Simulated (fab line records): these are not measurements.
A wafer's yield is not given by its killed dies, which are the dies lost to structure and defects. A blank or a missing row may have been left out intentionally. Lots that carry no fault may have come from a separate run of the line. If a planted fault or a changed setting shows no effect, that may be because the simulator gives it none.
The tool behind it: which one? + flow gf180mcu + 18 wafers from 6 lots sampled at 2 of the route's 602 steps

WHAT THE GAUGES SHOWED, per wafer
GF_PSD_RS_MEAS_14: measurement is done with a four-point probe.
| lot  | measured     | on            | NSD_RS (ohm/sq)                     |
|------|--------------|---------------|-------------------------------------|
| L229 | day 14 12:28 | film_metro-04 | 46.10 46.04 45.99                   |
| L231 | day 15 06:40 | film_metro-04 | 46.02 46.13 46.19                   |
| L235 | day 16 16:14 | film_metro-03 | 46.04 46.00 46.06                   |
| L237 | day 17 09:01 | film_metro-02 | 46.13 46.22 46.13                   |
| L239 | day 18 01:41 | film_metro-02 | 46.18 46.14 46.09                   |
| L248 | day 21 11:43 | film_metro-04 | 48.27 48.26 48.42 48.25 48.27 48.25 |

WHICH TOOL RAN EACH LOT (tool, then ch and the chambers of the sampled wafers, then the start)
| lot  | GF_PSD_RTA_13                    |
|------|----------------------------------|
| L229 | rtp_anneal-02 ch 0, day 14 12:23 |
| L231 | rtp_anneal-01 ch 0, day 15 06:34 |
| L235 | rtp_anneal-02 ch 0, day 16 16:09 |
| L237 | rtp_anneal-01 ch 0, day 17 08:55 |
| L239 | rtp_anneal-02 ch 0, day 18 01:36 |
| L248 | rtp_anneal-02 ch 0, day 21 11:38 |
- GF_PSD_RTA_13: time 20 s.

THE ANSWER, worked out from the rows above alone
Rule: what is usual is taken from the lots themselves. The widest of any qualifying gaps counts: lots, ordered by their means at a reading, are off when they make up no more than a third of the lots, leave a main group of 4 or more, and stand apart from it by 3 or more times the standard deviation of that group's means. A main group whose means are all the same, to the digits that the tables above print for the reading, isn't used. A lot without any number at a reading at which 4 lots or more have one is off too. Any other lot the step has rows for is counted as sound.
Off: at GF_PSD_RS_MEAS_14 (NSD_RS), L248. The main group has a mean of 46.10 ohm/sq with a standard deviation of 0.05.
A tool fits if, at a process step before that reading, it ran every lot that is off, and no sound lot after the first of them. The gauges at GF_PSD_RS_MEAS_14 are tried like those tools. Can't be told from this: 2 tools fit, rtp_anneal-02 at GF_PSD_RTA_13, film_metro-04 at GF_PSD_RS_MEAS_14.

WHAT THE SIMULATOR HAD INSERTED
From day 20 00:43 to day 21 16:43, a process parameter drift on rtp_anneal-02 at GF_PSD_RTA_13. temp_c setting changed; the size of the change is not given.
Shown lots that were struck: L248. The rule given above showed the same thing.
